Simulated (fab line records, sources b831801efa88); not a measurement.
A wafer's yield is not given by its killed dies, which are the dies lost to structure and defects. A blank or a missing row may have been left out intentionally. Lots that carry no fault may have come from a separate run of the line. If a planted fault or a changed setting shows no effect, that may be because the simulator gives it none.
Which tool was responsible? | flow sky130 | 11 lots with 33 wafers sampled at 2 steps, on a route of 708 steps

WHAT EACH GAUGE READ, for each wafer
SKY_SPACER_THK_MEAS_01.
lot  | measured     | on            | SPACER_CVD_00_THK (nm)
L943 | day 23 06:56 | film metro-04 | 42.4 42.7 42.5
L946 | day 24 04:04 | film metro-02 | 42.8 42.6 42.8
L947 | day 24 11:18 | film metro-03 | 42.9 43.1 42.9
L948 | day 24 22:51 | film metro-03 | 43.4 42.9 43.4
L950 | day 25 19:02 | film metro-03 | 43.0 43.2 43.3
L951 | day 26 03:59 | film metro-03 | 43.1 43.2 43.0
L952 | day 26 06:13 | film metro-02 | 43.3 43.1 43.4
L956 | day 27 12:35 | film metro-03 | 47.8 47.8 47.7
L957 | day 27 23:25 | film metro-04 | 47.6 48.0 47.5
L965 | day 30 13:08 | film metro-04 | 43.4 42.8 42.9
L966 | day 30 21:47 | film metro-03 | 43.3 42.9 43.2

WHICH TOOL RAN EACH LOT (tool, then ch and the chambers of the sampled wafers, then the start)
lot  | SKY_SPACER_CVD_00
L943 | lpcvd-02 ch 0, day 23 05:44
L946 | lpcvd-02 ch 1, day 24 02:52
L947 | lpcvd-02 ch 1, day 24 10:05
L948 | lpcvd-02 ch 0, day 24 21:37
L950 | lpcvd-02 ch 0, day 25 17:50
L951 | lpcvd-02 ch 0, day 26 02:46
L952 | lpcvd-02 ch 0, day 26 05:01
L956 | lpcvd-02 ch 0, day 27 11:22
L957 | lpcvd-02 ch 0, day 27 22:13
L965 | lpcvd-02 ch 1, day 30 11:55
L966 | lpcvd-02 ch 1, day 30 20:35
- SKY_SPACER_CVD_00: deposits Si3N4 from DCS/NH3, target thk 43.1 nm, time 740 s.

THE ANSWER, worked out from the rows above alone
Rule: the usual values come from the lots themselves. The widest of any qualifying gaps counts: lots, ordered by their means at a reading, are off when they make up no more than a third of the lots, leave a main group of 4 or more, and stand apart from it by 3 or more times the standard deviation of that group's means. The tables above print the reading to a certain number of digits; a main group whose means all agree to those digits is not used. A lot without any number at a reading at which 4 lots or more have one is off too. The other lots that the step has rows for count as sound.
Off: L956, L957, seen at SKY_SPACER_THK_MEAS_01 (SPACER_CVD_00_THK). The main group: mean 43.0 nm, standard deviation 0.23.
A tool fits if, at a process step before that reading, it ran every lot that is off, and no sound lot after the first of them. Those tools and the gauges at SKY_SPACER_THK_MEAS_01 are tried in the same way. Of those tried, none fits.

WHAT THE SIMULATOR HAD PUT IN
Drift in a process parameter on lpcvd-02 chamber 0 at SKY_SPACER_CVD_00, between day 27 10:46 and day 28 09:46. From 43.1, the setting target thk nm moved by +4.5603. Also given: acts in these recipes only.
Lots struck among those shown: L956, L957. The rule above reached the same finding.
